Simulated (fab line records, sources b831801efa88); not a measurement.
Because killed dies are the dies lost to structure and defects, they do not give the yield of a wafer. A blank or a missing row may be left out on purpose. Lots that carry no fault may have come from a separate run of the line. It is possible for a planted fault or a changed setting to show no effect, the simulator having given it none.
Matching of chambers :: flow sky130 :: SKY_CONTACT_CMP_04 on cmp-02 has 4 sister chambers
The step polishes SiO2. 4 wafers are shown with their chamber, then 12 later ones without.

## WAFERS WITH THEIR CHAMBER
wafer: L087.6
chamber: 1
motor current A (A): 14.1

wafer: L089.4
chamber: 0
motor current A (A): 10.6

wafer: L089.5
chamber: 3
motor current A (A): 12.3

wafer: L089.6
chamber: 2
motor current A (A): 13.8

## WAFERS WHOSE CHAMBER IS MISSING
wafer: L090.1
motor current A (A): 14.2

wafer: L090.5
motor current A (A): 10.2

wafer: L090.6
motor current A (A): 12.4

wafer: L093.1
motor current A (A): 12.6

wafer: L093.4
motor current A (A): 10.7

wafer: L093.6
motor current A (A): 14.9

wafer: L092.1
motor current A (A): 14.1

wafer: L092.4
motor current A (A): 14.5

wafer: L092.5
motor current A (A): 10.5

wafer: L096.1
motor current A (A): 10.2

wafer: L096.2
motor current A (A): 12.1

wafer: L096.3
motor current A (A): 14.6

## WHICH CHAMBER EACH ONE RAN IN
wafer: L090.1
from the rows above: can't be placed: 1 or 2
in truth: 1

wafer: L090.5
from the rows above: 0
in truth: 0

wafer: L090.6
from the rows above: 3
in truth: 3

wafer: L093.1
from the rows above: 3
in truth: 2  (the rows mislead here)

wafer: L093.4
from the rows above: 0
in truth: 0

wafer: L093.6
from the rows above: can't be placed: 1 or 2
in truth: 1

wafer: L092.1
from the rows above: can't be placed: 1 or 2
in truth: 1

wafer: L092.4
from the rows above: can't be placed: 1 or 2
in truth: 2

wafer: L092.5
from the rows above: 0
in truth: 0

wafer: L096.1
from the rows above: 0
in truth: 0

wafer: L096.2
from the rows above: 3
in truth: 3

wafer: L096.3
from the rows above: can't be placed: 1 or 2
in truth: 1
Correct placement for 6 of the 12. Unplaceable from these rows: 5, with the true chamber sitting among the candidates in 5. Wrongly placed: 1.
How it was worked out, from the rows above alone: a wafer's distance from a chamber is the root of the sum, over the readings, of the square of ((its reading less the chamber's mean) divided by the reading's scatter). If the next closest chamber is less than 2 further off than the closest, the wafer can't be placed; otherwise it belongs to the closest. A chamber's mean is the mean of its shown wafers. The scatter (one wafer shown for each chamber): square how far every hidden wafer sits from the nearest shown wafer, average those squares and take the square root.
